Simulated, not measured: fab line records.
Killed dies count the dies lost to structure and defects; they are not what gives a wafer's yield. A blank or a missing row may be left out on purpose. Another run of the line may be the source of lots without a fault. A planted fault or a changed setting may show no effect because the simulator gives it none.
A struck lot beside a sound one | flow sky130 | 16 steps out of a route of 708
Sound: these wafers, L259.2, L259.3, L259.5. Wafers L267.1, L267.2, L267.5 were the ones struck. The cause is given at the end.
Order at every step that has rows: each side's tool, ch and its chambers, its first start. Under that, the readings that differ: sound wafers | struck wafers | difference of the means | sigmas: that difference in standard deviations of wafers without a fault.
alike: a reading whose means differ by less than 2 such deviations, as well as words and numbers matching on both sides. not compared: withheld readings; readings where some wafer has no value; bounds like >300 that might hide an equal value; numbers whose values overlap and for which the record gives no deviation.
A row with sigmas, a row that says differs or no value, or rows on one side alone: a step with any of these is where the two part. Numbers that don't overlap but have no deviation are shown without sigmas and don't part them. Lack of a reading on every wafer of one side parts them only where that side has two or more wafers.

SKY_METAL1_THK_MEAS_06: measures by xrf.
  struck on filmMetro-03, day 37 01:59; sound on filmMetro-04, day 34 00:37
reading              | sound       | struck      | difference | sigmas
METAL1_ALCU_THK (nm) | 248 245 248 | 236 243 239 | -8         | -3
then, 8 steps without rows for these wafers: SKY_METAL1_DEHYDRATE_07 (time 60 s); SKY_METAL1_HMDS_08 (prime time 60 s); SKY_METAL1_COAT_09 (resist thk 60 nm); SKY_METAL1_COAT_10 (resist thk 450 nm); SKY_METAL1_SOFTBAKE_11 (time 90 s); SKY_METAL1_EXPOSE_12 (exposes mask MM1, target cd 140 nm); SKY_METAL1_PEB_13; SKY_METAL1_DEVELOP_14 (develop time 60 s).
SKY_METAL1_CD_MEAS_15: the cd target is 140 nm.
  struck on cdSem-02, day 38 04:03; sound on cdSem-01, day 35 03:54
  alike: cdNm
SKY_METAL1_OVL_MEAS_16:
  struck on overlay-02, day 38 04:10; sound on overlay-02, day 35 04:01
  alike: METAL1_OVL
SKY_METAL1_DESCUM_17: chemistry O2, time 8 s.
  sound on rieMetal-01 ch 0, day 35 04:02; struck on rieMetal-01 ch 1, day 38 04:13
reading             | sound             | struck            | difference | sigmas
oesProductAu (a.u.) | 1.018 1.016 1.007 | 0.988 0.987 1.003 | -0.021     | -3
  alike: drypumpMotorCurrentA
  not compared: rfHoursCounterH
SKY_METAL1_ETCH_18: etches BARC in N2/H2, stops on SiO2, time 45.9 s, target depth 60 nm.
  sound on rieMetal-01 ch 0, day 35 04:04; struck on rieMetal-01 ch 1, day 38 04:16
reading                                      | sound             | struck            | difference                    | sigmas
biasW (W)                                    | 100.0 99.9 100.3  | - - -             | no value on the struck wafers | 
oesProductAu (a.u.)                          | 0.852 0.860 0.862 | 1.002 1.008 1.006 | +0.147                        | +31
runLengthS (s)                               | 74.6 74.2 74.7    | 63.2 63.1 63.2    | -11.3                         | -30
model.KrF-thick_of_METAL1_COAT_10.thkNm (nm) | 393.7 394.3 394.3 | 402.7 402.3 403   | +8.6                          | 
  alike: drypumpMotorCurrentA, throttleValvePct
  not compared: rfHoursCounterH
SKY_METAL1_METAL_ETCH_19: etches the open film in Cl2/BCl3, stops on SiO2, target depth 360 nm, time 78 s.
  sound on rieMetal-01 ch 0, day 35 04:08; struck on rieMetal-01 ch 1, day 38 04:24
reading                                      | sound             | struck            | difference | sigmas
biasW (W)                                    | 48.37 48.47 48.46 | 48.74 48.73 48.90 | +0.36      | +3
model.KrF-thick_of_METAL1_COAT_10.thkNm (nm) | 155.5 157.2 156.7 | 166 166.7 166.7   | +10        | 
  alike: drypumpMotorCurrentA, oesProductAu, runLengthS, throttleValvePct
  not compared: rfHoursCounterH
SKY_METAL1_STRIP_20: strips in O2/N2.
  sound on plasmaAsher-04 ch 0,1, day 35 04:13; struck on plasmaAsher-02 ch 0,1, day 38 04:35
reading                  | sound             | struck            | difference | sigmas
oesProductAu (a.u.)      | 0.329 0.337 0.333 | 0.344 0.352 0.343 | +0.013     | +3
stripTimeToEndpointS (s) | 2.65 2.70 2.68    | 2.77 2.78 2.77    | +0.10      | +3
  alike: drypumpMotorCurrentA
  not compared: rfHoursCounterH
-- the record jumps here: 12 days lie between the struck wafers' starts before and after (it left off in module METAL1 and takes up again in module PAD_OPEN, whose first step shown is number 708 of the route) --
SKY_PAD_OPEN_PROBE_99:
  struck on prober-02, day 50 04:40; sound on prober-01, day 47 22:40
  alike: defectLimitedYield, killed_at_M0_to_M3, killed_at_M4_up, killedAtContacts, killedAtFrontEnd, killedAtOther, killedDies, killedOpen, killedShort, sort_bin_3_pad_short, sort_bin_5_function, sort_bin_6_memory, sortNPass, sortYieldPct
  not compared: model.etest.met1Comb.leakLog10AUm

== WHERE THEY PART ==
Earliest at SKY_METAL1_THK_MEAS_06; latest, in this record, at SKY_METAL1_STRIP_20. Later steps at which nothing parts them and some readings are alike: SKY_PAD_OPEN_PROBE_99.

WHY: whatever the simulator had introduced
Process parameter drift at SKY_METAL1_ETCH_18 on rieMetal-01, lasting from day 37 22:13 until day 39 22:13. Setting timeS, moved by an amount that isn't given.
